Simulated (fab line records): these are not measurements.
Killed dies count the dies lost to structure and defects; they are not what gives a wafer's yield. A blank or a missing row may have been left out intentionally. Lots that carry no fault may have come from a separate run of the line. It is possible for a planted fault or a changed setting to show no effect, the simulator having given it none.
A struck lot beside a sound one ; flow sfq line ; 21 steps out of a route of 325
Sound: these wafers, L114.3, L114.4, L114.6. Struck: wafers L128.2, L128.6. (L128.4 of the same lot was not struck and is left out.) The cause comes at the end.
Each step with rows lists, per side, the tool, then ch with its chambers, then its first start. Under that, the readings that differ: sound wafers ; struck wafers ; difference of the means ; sigmas: that difference in standard deviations of wafers without a fault.
alike: same words and numbers on both sides, and readings whose means sit less than 2 such deviations apart. not compared: any withheld reading, any reading some wafer has no value for, any bound like >300 that may hide the same value, and any number with overlapping values for which the record gives no deviation.
The two part at a step that has a row with sigmas, a row that says differs or no value, or rows on one side only. Non-overlapping numbers with no deviation appear without sigmas and do not part them. Lack of a reading on every wafer of one side parts them only where that side has two or more wafers.

first, 5 steps without rows for these wafers: SFQ_TRILAYER_JJ_CE_LITHO_COAT_114 (resist thk 600 nm); SFQ_TRILAYER_JJ_CE_LITHO_SOFTBAKE_118; SFQ_TRILAYER_JJ_CE_LITHO_EXPOSE_115 (exposes mask J5, target cd 700 nm); SFQ_TRILAYER_JJ_CE_LITHO_PEB_117 (peb time 60 s); SFQ_TRILAYER_JJ_CE_LITHO_DEVELOP_116 (time 60 s).
SFQ_JJ_OVL_MEAS_931:
  struck on overlay-01, day 69 10:33; sound on overlay-01, day 62 09:24
  alike: J5_OVL
SFQ_TRILAYER_JJ_CE_METRO_MEASURE_117:
  struck on cd sem-02, day 69 10:47; sound on cd sem-02, day 62 09:50
reading;sound;struck;difference;sigmas
cd nm (nm);702.2 702.1 701.7;697.5 700.5;-3.0;-2
SFQ_TRILAYER_JJ_CE_BARC_OPEN_RIE_150: chemistry O2, target BARC, target depth 240 nm, time 80 s.
  sound on rie metal-04 ch 0,1, day 62 10:40; struck on rie metal-01 ch 0,1, day 69 11:47
  alike: drypump motor current A, oes product au
  not compared: rf hours counter h
SFQ_TRILAYER_JJ_CE_ETCH_RIE_118: chemistry SF6, target Nb, stops on Al2O3, time 97.7 s, target depth 170 nm.
  sound on rie metal-04 ch 0,1, day 62 10:46; struck on rie metal-01 ch 0,1, day 69 11:53
  alike: drypump motor current A, oes product au
  not compared: rf hours counter h
next, for these wafers, 1 step has no rows: SFQ_TRILAYER_JJ_ANODIZE_ANODIZE_119.
SFQ_TRILAYER_JJ_CE_STRIP_STRIP_120: strips in O2.
  sound on rie metal-03 ch 0,1, day 62 11:34; struck on rie metal-04 ch 0, day 69 12:29
  alike: drypump motor current A, oes product au
  not compared: rf hours counter h
then, 1 step without rows for these wafers: SFQ_TRILAYER_JJ_CE_STRIP_SOLV_CLEAN_121 (cleans in NMP, time 600 s).
SFQ_TRILAYER_M5_LITHO_COAT_128: resist thk 62 nm.
  sound on litho track-04 ch 0, day 62 12:15; struck on litho track-04 ch 0, day 69 13:19
reading;sound;struck;difference;sigmas
model.BARC_of_TRILAYER_M5_LITHO_COAT_128.thk nm (nm);61.94 62.22 61.97;78.34 78.65;+16.45;
  alike: resist line temp C
then, 5 steps without rows for these wafers: SFQ_TRILAYER_M5_LITHO_COAT_123 (resist thk 600 nm); SFQ_TRILAYER_M5_LITHO_SOFTBAKE_127; SFQ_TRILAYER_M5_LITHO_EXPOSE_124 (exposes mask M5, target cd 700 nm); SFQ_TRILAYER_M5_LITHO_PEB_126 (peb time 60 s); SFQ_TRILAYER_M5_LITHO_DEVELOP_125 (time 60 s).
-- the record jumps here: 3 days lie between the struck wafers' starts before and after --
SFQ_M5_OVL_MEAS_932:
  struck on overlay-01, day 72 17:01; sound on overlay-01, day 66 21:45
  alike: M5_OVL
SFQ_TRILAYER_M5_BARC_OPEN_METAL_ETCH_161: etches BARC in O2, target depth 125 nm, time 41.7 s.
  sound on rie metal-02 ch 0,1, day 66 21:48; struck on rie metal-03 ch 0,1, day 72 17:03
reading;sound;struck;difference;sigmas
oes product au (a.u.);0.688 0.683 0.681;0.758 0.768;+0.079;+17
model.etch.depth nm (nm);61.94 62.22 61.97;78.34 78.65;+16.45;
  alike: drypump motor current A
  not compared: rf hours counter h
SFQ_TRILAYER_M5_ETCH_METAL_ETCH_126: etches Nb in Cl2/BCl3, stops on SiO2, time 203.2 s, target depth 265 nm.
  sound on rie metal-02 ch 0,1, day 66 21:54; struck on rie metal-03 ch 0,1, day 72 17:07
reading;sound;struck;difference;sigmas
oes product au (a.u.);0.747 0.730 0.730;0.718 0.727;-0.013;-2
  alike: drypump motor current A
  not compared: rf hours counter h

## WHERE THEY PART
Earliest at SFQ_TRILAYER_JJ_CE_METRO_MEASURE_117; latest, in this record, at SFQ_TRILAYER_M5_ETCH_METAL_ETCH_126.

WHY: whatever the simulator had introduced
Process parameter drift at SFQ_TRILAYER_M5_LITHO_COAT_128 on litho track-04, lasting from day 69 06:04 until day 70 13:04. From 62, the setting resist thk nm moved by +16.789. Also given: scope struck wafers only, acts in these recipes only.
